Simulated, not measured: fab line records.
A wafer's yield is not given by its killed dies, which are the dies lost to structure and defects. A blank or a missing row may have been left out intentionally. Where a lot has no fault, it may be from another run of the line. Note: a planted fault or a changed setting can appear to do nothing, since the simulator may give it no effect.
Chamber matching | flow sky130 | 4 sister chambers for SKY_CONTACT_CMP_04 on cmp-01
The step polishes SiO2. 16 wafers are shown with their chamber, then 8 later ones without.

## WAFERS WITH THEIR CHAMBER
wafer  | chamber | motor current A (A) | head pressure psi (psi) | time to endpoint s (s)
L660.1 | 3       | 10.9                | 3.997                   | 81
L660.4 | 0       | 13.5                | 4.001                   | 81
L660.6 | 1       | 12.9                | 4.007                   | 86
L662.2 | 2       | 12.9                | 3.982                   | 88
L662.4 | 0       | 13.9                | 3.996                   | 79
L662.5 | 3       | 10.9                | 4.003                   | 82
L663.2 | 0       | 14.4                | 4.012                   | 77
L663.4 | 2       | 12.3                | 3.999                   | 84
L663.6 | 2       | 12.4                | 4.004                   | 78
L672.3 | 0       | 14.0                | 3.985                   | 83
L672.4 | 2       | 13.2                | 3.995                   | 88
L672.5 | 3       | 11.2                | 4.010                   | 85
L676.2 | 2       | 12.3                | 3.994                   | 76
L676.3 | 3       | 12.3                | 3.990                   | 78
L676.5 | 1       | 13.7                | 3.998                   | 79
L680.1 | 3       | 11.9                | 4.013                   | 82

SIGNATURES, as means of the wafers listed above
reading            | chamber 0 | chamber 1 | chamber 2 | chamber 3 | scatter within a chamber
motor current A    | 13.950    | 13.300    | 12.620    | 11.440    | 0.499
head pressure psi  | 3.99850   | 4.00250   | 3.99480   | 4.00260   | 0.0093
time to endpoint s | 80.00     | 82.50     | 82.80     | 81.60     | 4.03
Rule: distance of a wafer from a chamber = root of the sum over the readings of ((wafer's reading minus chamber's mean) / reading's scatter) squared. If the next closest chamber is less than 2 further off than the closest, the wafer can't be placed; otherwise it belongs to the closest. How the scatter is found: for the shown wafers, subtract from each reading the mean of its chamber, square and add these, divide the total by (wafers less chambers), then take the root.

## WAFERS WHOSE CHAMBER IS MISSING
wafer  | motor current A (A) | head pressure psi (psi) | time to endpoint s (s)
L680.2 | 13.9                | 3.997                   | 81
L680.6 | 14.2                | 4.001                   | 81
L681.2 | 11.6                | 4.002                   | 83
L681.4 | 14.4                | 4.007                   | 85
L681.5 | 12.4                | 4.007                   | 90
L682.1 | 14.8                | 4.007                   | 75
L682.2 | 12.7                | 4.012                   | 82
L682.5 | 12.6                | 3.991                   | 83

## THE CHAMBER EACH PASSED THROUGH
wafer  | from the rows above               | in truth
L680.2 | can't be placed: 0 or 1           | 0
L680.6 | can't be placed: 0 or 1           | 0
L681.2 | can't be placed: 3 or 2           | 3
L681.4 | can't be placed: 0 or 1           | 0
L681.5 | can't be placed: 2 or 1 or 3 or 0 | 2
L682.1 | can't be placed: 0 or 1           | 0
L682.2 | can't be placed: 1 or 2 or 3 or 0 | 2
L682.5 | can't be placed: 2 or 1           | 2
0 of 8 placed correctly. Not placeable from these rows: 8 (in 8, the candidates include the true chamber). Number placed wrongly: 0.
